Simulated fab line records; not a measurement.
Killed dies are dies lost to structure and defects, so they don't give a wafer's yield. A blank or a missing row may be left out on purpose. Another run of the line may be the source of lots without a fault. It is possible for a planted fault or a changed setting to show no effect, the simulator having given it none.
Chamber matching | flow sky130 | SKY_CONTACT_CMP_04 on cmp-01: 4 sister chambers
The step polishes SiO2. 7 wafers are shown with their chamber, then 7 later ones without.

## EACH WAFER AND ITS CHAMBER
wafer  | chamber | slurryFlowMlMin | motorCurrentA (A)
L137.6 | 2       | 150.2           | 13.3
L138.3 | 2       | 150.2           | 13.0
L141.2 | 1       | 150.0           | 13.0
L141.3 | 3       | 149.1           | 12.7
L141.6 | 1       | 149.7           | 13.1
L142.3 | 0       | 149.4           | 12.6
L142.5 | 0       | 150.0           | 12.2

## WAFERS MISSING THEIR CHAMBER
wafer  | slurryFlowMlMin | motorCurrentA (A)
L142.6 | 150.0           | 13.2
L144.1 | 149.8           | 12.9
L144.3 | 150.5           | 13.0
L144.4 | 150.5           | 12.3
L146.3 | 149.7           | 13.5
L146.5 | 150.9           | 13.1
L146.6 | 149.5           | 13.1

## THE CHAMBER EACH PASSED THROUGH
wafer  | from the rows above               | in truth
L142.6 | can't be placed: 2 or 1           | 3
L144.1 | can't be placed: 1 or 2 or 0 or 3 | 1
L144.3 | can't be placed: 2 or 1           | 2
L144.4 | can't be placed: 0 or 2 or 1      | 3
L146.3 | can't be placed: 1 or 2           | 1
L146.5 | can't be placed: 2 or 1           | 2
L146.6 | can't be placed: 1 or 3 or 2      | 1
Correct placement for 0 of the 7. Can't be placed from these rows: 7 (the true chamber is among the candidates in 5). 0 placed wrongly.
How it was worked out, from the rows above alone: a wafer's distance from a chamber is the root of the sum, over the readings, of the square of ((its reading less the chamber's mean) divided by the reading's scatter). If the next closest chamber is less than 2 further off than the closest, the wafer can't be placed; otherwise it belongs to the closest. A chamber's mean is the mean of its shown wafers. The scatter: the root of (the sum of the squares of (reading less its chamber's mean) over the shown wafers, divided by (wafers less chambers)).
